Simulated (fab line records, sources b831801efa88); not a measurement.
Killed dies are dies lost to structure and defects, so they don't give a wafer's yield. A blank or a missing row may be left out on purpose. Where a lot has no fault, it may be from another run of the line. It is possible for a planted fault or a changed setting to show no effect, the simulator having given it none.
fab line records	flow sky130	part 2 of 2: steps 42 to 42 of 42
record: lots: 7	wafers: 21	last-day: 50
route steps=708 shown METAL5@667 PASSIVATION@681 PAD_OPEN@694
lots that met no fault: from a run of the same line without faults
start-h: hours from the record's first day to the start of the lot's first wafer shown	wait-h: how many hours have passed since the lot's step before this one	" as in the row above	L1.1+2: several wafers, shown together as one row	- no value, or no start was given	* or withheld: withheld	< > ~ a bound
route shown NAME@n: a module of which the file shows steps, and the number in the route of the first	usual: mean/standard deviation taken from wafers without a fault	same: alike in all rows	chamber/n: place in a boat	sites: readings site by site	_std_site: how widely they spread, as a standard deviation	_edge_site: mean of outer sites minus mean of inner sites	radius-mm: for every site, how far away it sits from the centre of the wafer	mask NAME#n: copy n	behind: the tool/chamber that last shaped the wafer	hold: why the lot was held/for how many hours/how that ended	device: which transistor (n, p or np) failed to switch	end of line: the tests these same wafers got at the end of their route	step lacking rows: just its recipe	killed: the dies lost at the first sort to structure and to defects; this is not the yield of the wafer	map: per-die view of a wafer (x killed, . not killed, _ where there is no die)
set.NAME: setting as actually run; set.NAME@STEP: the setting as run at that earlier step	model.NAME: the simulator's own value behind a step, which no gauge read
a table for each step, a row for each wafer; lots at some steps of the route
services: the hour from which a tool's chamber was out of use, counted from the record's first day as start-h (under 0 if before that day), plus the number of hours and why
== steps ==
step: SKY_PAD_OPEN_PROBE_99
usual: defect-limited-yield: 82.4/2.2	killed_at_M0_to_M3: 44/7.7	killed_at_M4_up: 3.2/1.7	killed-at-contacts: 24/5.3	killed-at-front-end: 15/4.3	killed-at-other: 0.3/0.57	killed-dies: 87/11	killed-open: 47/7.4	killed-short: 40/6.5	sort_bin_3_pad_short: 0.8/0.4	sort_bin_5_function: 10.5/1.6	sort_bin_6_memory: 6.3/1.2	sort-n-pass: 405/11	sort-yield-pct: 82.4/2.2
same: gross-dies: 492	killed-at-back-side: 0	sort_bin_4_leakage[%]: 0	sort_bin_8_speed[%]: 0
lot.wafer	tool	chamber	start-h	wait-h	defect-limited-yield[%]	killed_at_M0_to_M3	killed_at_M4_up	killed-at-contacts	killed-at-front-end	killed-at-other	killed-dies	killed-open	killed-short	sort_bin_3_pad_short[%]	sort_bin_5_function[%]	sort_bin_6_memory[%]	sort-n-pass	sort-yield-pct[%]	model.etest.tester.sort-n-pass	model.etest.tester.sort-yield-pct	model.etest.tester.sort_bin_5_pct	model.etest.tester.sort_bin_3_pct
L370.1	prober-01	-	1091.20	0.1	77.4	50	1	38	22	0	111	57	54	0.8	14.2	7.5	381	77.4	381	77.44	14.23	0.813
L370.4	prober-01	-	1091.35	0.2	82.3	42	2	30	13	0	87	42	45	1.4	10.2	6.1	405	82.3	405	82.32	10.16	1.423
L370.5	prober-01	-	1091.40	0.2	80.5	52	6	22	16	0	96	56	40	0.6	11.0	7.9	396	80.5	396	80.49	10.98	0.6098
L375.2	prober-02	-	1123.25	0.1	74.8	33	60	17	14	0	124	31	34	4.3	14.0	6.9	368	74.8	368	74.8	14.02	4.268
L375.5	prober-02	-	1123.40	0.2	74.8	43	56	18	7	0	124	42	27	3.7	15.4	6.1	368	74.8	368	74.8	15.45	3.659
L375.6	prober-02	-	1123.45	0.2	76.8	40	52	13	9	0	114	38	26	1.8	16.1	5.3	378	76.8	378	76.83	16.06	1.829
L376.1	prober-01	-	1133.60	0.1	74.2	37	63	18	9	0	127	35	34	3.5	16.7	5.7	365	74.2	365	74.19	16.67	3.455
L376.3	prober-01	-	1133.70	0.2	69.9	48	69	20	11	0	148	51	33	2.6	18.9	8.5	344	69.9	344	69.92	18.9	2.642
L376.6	prober-01	-	1133.85	0.2	73.2	39	67	18	8	0	132	38	31	3.3	16.5	7.1	360	73.2	360	73.17	16.46	3.252
L378.2	prober-01	-	1144.25	0.1	69.9	55	61	23	8	1	148	47	45	4.3	17.1	8.7	344	69.9	344	69.92	17.07	4.268
L378.5	prober-01	-	1144.40	0.2	71.7	47	64	16	11	1	139	40	36	4.1	16.5	7.7	353	71.7	353	71.75	16.46	4.065
L378.6	prober-01	-	1144.45	0.2	70.7	39	62	30	13	0	144	45	40	2.2	19.9	7.1	348	70.7	348	70.73	19.92	2.236
L383.1	prober-01	-	1162.68	0.1	84.3	46	3	11	17	0	77	41	36	0.8	8.7	6.1	415	84.3	415	84.35	8.74	0.813
L383.3	prober-01	-	1162.78	0.2	81.3	53	2	22	15	0	92	40	52	1.0	12.4	5.3	400	81.3	400	81.3	12.4	1.016
L383.6	prober-01	-	1162.93	0.2	76.8	57	8	26	23	0	114	50	63	0.6	13.8	8.7	378	76.8	378	76.83	13.82	0.6098
L380.1	prober-02	-	1167.89	0.1	83.5	41	2	26	12	0	81	45	36	0.6	10.8	5.1	411	83.5	411	83.54	10.77	0.6098
L380.3	prober-02	-	1167.99	0.2	83.3	41	1	20	19	1	82	43	39	1.2	9.3	6.1	410	83.3	410	83.33	9.35	1.22
L380.6	prober-02	-	1168.14	0.2	83.5	42	1	22	14	2	81	49	32	0.6	10.4	5.5	411	83.5	411	83.54	10.37	0.6098
L389.1	prober-02	-	1191.10	0.1	77.2	62	4	33	12	1	112	65	47	1.4	13.8	7.5	380	77.2	380	77.24	13.82	1.423
L389.3	prober-02	-	1191.20	0.2	82.9	42	2	18	22	0	84	46	38	1.0	11.0	5.1	408	82.9	408	82.93	10.98	1.016
L389.5	prober-02	-	1191.30	0.2	78.9	54	1	29	20	0	104	62	41	1.2	12.2	7.7	388	78.9	388	78.86	12.2	1.22
killed by level:class
L370.1 CONTACT:geometric-particle:open=14 CONTACT:geometric-particle:short=10 LI_CONTACT:geometric-particle:open=9 METAL1:geometric-particle:short=7 VIA1:geometric-particle:short=7 FIELD_ISO:geometric-particle:open=6 VIA3:geometric-particle:open=6 POLY_GATE:geometric-particle:open=5
L370.4 CONTACT:geometric-particle:open=9 VIA1:geometric-particle:open=9 METAL2:geometric-particle:short=8 LI_CONTACT:geometric-particle:open=7 CONTACT:geometric-particle:short=7 VIA1:geometric-particle:short=6 FIELD_ISO:geometric-particle:open=5 LI_CONTACT:geometric-particle:short=5
L370.5 VIA1:geometric-particle:open=13 FIELD_ISO:geometric-particle:open=9 VIA3:geometric-particle:open=8 CONTACT:geometric-particle:open=8 CONTACT:geometric-particle:short=6 VIA1:geometric-particle:short=6 VIA2:geometric-particle:open=5 METAL2:geometric-particle:short=5
L375.2 METAL5:unspecified=59 VIA1:geometric-particle:open=7 LI_CONTACT:geometric-particle:open=6 METAL2:geometric-particle:short=6 CONTACT:geometric-particle:open=5 METAL1:geometric-particle:short=5 FIELD_ISO:geometric-particle:short=4 FIELD_ISO:geometric-particle:open=4
L375.5 METAL5:unspecified=55 VIA2:geometric-particle:open=11 VIA1:geometric-particle:open=9 LI_CONTACT:geometric-particle:open=6 CONTACT:geometric-particle:open=6 VIA1:geometric-particle:short=6 METAL2:geometric-particle:short=4 METAL1:geometric-particle:short=4
L375.6 METAL5:unspecified=50 VIA1:geometric-particle:open=8 VIA3:geometric-particle:open=7 VIA2:geometric-particle:open=7 CONTACT:geometric-particle:short=6 VIA1:geometric-particle:short=6 FIELD_ISO:geometric-particle:open=4 LI_CONTACT:geometric-particle:open=3
L376.1 METAL5:unspecified=58 VIA1:geometric-particle:short=7 LI_CONTACT:geometric-particle:open=6 VIA1:geometric-particle:open=6 VIA2:geometric-particle:open=5 CONTACT:geometric-particle:open=4 LI_CONTACT:geometric-particle:short=4 LOCAL_INTERCONNECT:geometric-particle:short=3
L376.3 METAL5:unspecified=64 VIA2:geometric-particle:open=10 CONTACT:geometric-particle:open=9 VIA1:geometric-particle:open=9 LI_CONTACT:geometric-particle:open=6 METAL1:geometric-particle:short=6 METAL2:geometric-particle:short=6 POLY_GATE:geometric-particle:short=4
L376.6 METAL5:unspecified=62 VIA1:geometric-particle:open=13 VIA3:geometric-particle:open=6 CONTACT:geometric-particle:open=5 METAL2:geometric-particle:short=5 VIA2:geometric-particle:open=5 METAL1:geometric-particle:short=4 CONTACT:geometric-particle:short=4
L378.2 METAL5:unspecified=56 VIA1:geometric-particle:open=19 CONTACT:geometric-particle:open=7 METAL1:geometric-particle:short=6 VIA3:geometric-particle:short=6 VIA1:geometric-particle:short=6 VIA2:geometric-particle:open=6 CONTACT:geometric-particle:short=5
L378.5 METAL5:unspecified=63 VIA1:geometric-particle:open=12 METAL1:geometric-particle:short=8 VIA2:geometric-particle:open=8 METAL2:geometric-particle:short=7 FIELD_ISO:geometric-particle:open=5 LI_CONTACT:geometric-particle:open=5 VIA3:geometric-particle:open=5
L378.6 METAL5:unspecified=59 CONTACT:geometric-particle:open=16 VIA1:geometric-particle:open=8 LI_CONTACT:geometric-particle:open=6 METAL2:geometric-particle:short=6 METAL1:geometric-particle:short=5 VIA3:geometric-particle:short=5 POLY_GATE:geometric-particle:short=4
L383.1 VIA1:geometric-particle:open=12 VIA1:geometric-particle:short=8 CONTACT:geometric-particle:open=7 METAL2:geometric-particle:short=6 VIA2:geometric-particle:open=5 METAL1:geometric-particle:short=5 POLY_GATE:geometric-particle:open=4 POLY_GATE:geometric-particle:short=4
L383.3 METAL2:geometric-particle:short=11 VIA3:geometric-particle:open=11 CONTACT:geometric-particle:open=9 VIA1:geometric-particle:short=7 LI_CONTACT:geometric-particle:open=6 VIA1:geometric-particle:open=6 VIA3:geometric-particle:short=5 POLY_GATE:geometric-particle:short=4
L383.6 METAL1:geometric-particle:short=12 LI_CONTACT:geometric-particle:open=10 VIA1:geometric-particle:open=10 METAL2:geometric-particle:short=8 FIELD_ISO:geometric-particle:short=6 METAL4:geometric-particle:short=6 FIELD_ISO:geometric-particle:open=5 LOCAL_INTERCONNECT:geometric-particle:short=5
L380.1 VIA1:geometric-particle:open=12 CONTACT:geometric-particle:open=7 CONTACT:geometric-particle:short=7 METAL2:geometric-particle:short=5 FIELD_ISO:geometric-particle:open=4 POLY_GATE:geometric-particle:open=4 LI_CONTACT:geometric-particle:open=4 LOCAL_INTERCONNECT:geometric-particle:short=4
L380.3 VIA1:geometric-particle:open=10 VIA2:geometric-particle:open=8 LI_CONTACT:geometric-particle:open=6 CONTACT:geometric-particle:open=6 POLY_GATE:geometric-particle:short=5 CONTACT:geometric-particle:short=5 VIA3:geometric-particle:open=5 FIELD_ISO:geometric-particle:short=4
L380.6 VIA1:geometric-particle:open=11 LI_CONTACT:geometric-particle:open=9 VIA2:geometric-particle:open=9 CONTACT:geometric-particle:open=8 FIELD_ISO:geometric-particle:open=5 VIA1:geometric-particle:short=5 FIELD_ISO:geometric-particle:short=4 METAL1:geometric-particle:short=3
L389.1 VIA1:geometric-particle:open=13 CONTACT:geometric-particle:open=13 VIA3:geometric-particle:open=11 METAL2:geometric-particle:short=10 VIA1:geometric-particle:short=8 LI_CONTACT:geometric-particle:open=7 METAL1:geometric-particle:short=7 VIA2:geometric-particle:open=6
L389.3 VIA1:geometric-particle:open=11 FIELD_ISO:geometric-particle:short=10 CONTACT:geometric-particle:open=7 LI_CONTACT:geometric-particle:open=6 VIA1:geometric-particle:short=6 POLY_GATE:geometric-particle:open=5 VIA2:geometric-particle:short=5 VIA3:geometric-particle:open=5
L389.5 VIA1:geometric-particle:open=17 VIA3:geometric-particle:open=14 CONTACT:geometric-particle:short=9 CONTACT:geometric-particle:open=8 POLY_GATE:geometric-particle:short=7 LI_CONTACT:geometric-particle:open=7 POLY_GATE:geometric-particle:open=5 METAL1:geometric-particle:short=5
map L375.2 (x killed, . not)
__________.x......x._________
________...x...x....x._______
______x.........x......._____
_____xxx.x.....x...x.....____
____xxx.xxxx......x......x___
___xxxxxxx...........x.....__
__xxxxxxxxxx...x...........x_
_xxxxxxxxx.x....x.x...xx.....
_x.xxxxxxx......xx...........
_xxxxxxxx...xx........x..x...
_xx.x..xx......x.....xx......
_....x....x.........x.......x
_.x........x.x...............
_...x........x..xxx..........
_...x....x........x......x...
__....x.....xx...........x.._
___..........x.x...........__
____..x.......x.x.........___
_____..xx.x.........x.xx.____
______.....x.....x.x..x._____
________.x.........x.._______
__________.......x.._________
map L376.3 (x killed, . not)
__________....xx...._________
________x......x..x..._______
______.................._____
_____...xx....x.xxx...x..____
____.......x.x.........x..___
___x...x...x.x....xx....x..__
__..x...x..x...xx..xx......._
_............x.x........xxxx.
_..xxx......x.....x..x.xxxx..
_x..........x.......xxxxxxx..
_........x.......x...xxxxxxxx
_..x...........x...xxxxxxxxxx
_.x......x........xxxxxxxxxxx
_.x.....xx.....x...xxxxxxxxxx
_xx.......x..x.......xxxxxxx.
__...x..........x.xxxx.xxxxx_
___x.........xx...x....x.x.__
____.x.xx..x...x...x...x..___
_____........x....x......____
______.x.......xx......._____
________.x.x.x...x...._______
__________..x......._________
== services ==
tool	chamber	start-h	hours	kind
rie-metal-03	0	1021.99	3.2	repair
plasma-asher-04	-	1030.86	0.5	repair
rie-diel-04	1	1031.67	3.5	repair
rie-diel-04	3	1035.45	10.4	repair
rie-diel-02	0	1037.10	9.4	repair
plasma-asher-04	-	1037.45	2.8	pm
rie-diel-02	3	1045.98	4.2	repair
plasma-asher-03	-	1055.25	9.0	pm
plasma-asher-01	-	1070.76	2.4	repair
rie-diel-04	-	1076.99	2.8	pm
rie-diel-03	1	1080.54	6.2	repair
plasma-asher-03	-	1100.52	0.3	repair
rie-diel-04	1	1101.58	2.8	repair
rie-diel-03	0	1114.23	3.0	repair
rie-diel-02	-	1125.82	2.8	pm
rie-diel-04	1	1127.64	18.7	repair
rie-diel-04	3	1137.37	12.0	repair
plasma-asher-02	-	1148.97	9.8	repair
rie-diel-03	3	1156.36	7.1	repair
plasma-asher-01	-	1158.46	0.6	repair
rie-diel-02	0	1164.27	3.8	repair
rie-diel-02	1	1165.38	1.7	repair
plasma-asher-02	-	1165.59	11.8	repair
wet-bench-01	-	1182.74	4.6	repair
== key ==
first-sign: step: SKY_PAD_OPEN_PROBE_99	reading: killed_at_M4_up	direction: up	sigmas: 34	usual: 3.2	struck: 61.6
effect: step: SKY_PAD_OPEN_PROBE_99	reading: sort_bin_3_pad_short	direction: up	sigmas: 6.1	usual: 0.8	struck: 3.3
model-effect: step: SKY_PAD_OPEN_PROBE_99	value: etest.tester.sort-n-pass	without: 408.7	struck: 358.7
met-at SKY_METAL5_CLEAN_18
struck-wafers L375.2,L375.5,L375.6,L376.1,L376.3,L376.6,L378.2,L378.5,L378.6
onset-between 1046.04 1081.59
also-fits SKY_METAL5_METAL_ETCH_15:rie-metal-04,SKY_PASSIVATION_ETCH_11:rie-diel-02
fault: kind: chamber-particle-source	tool: wet-bench-03	chamber: -	onset-h: 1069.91	steps: SKY_METAL5_CLEAN_18	rate-per-visit-cm2: 1.2507	end-h: 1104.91
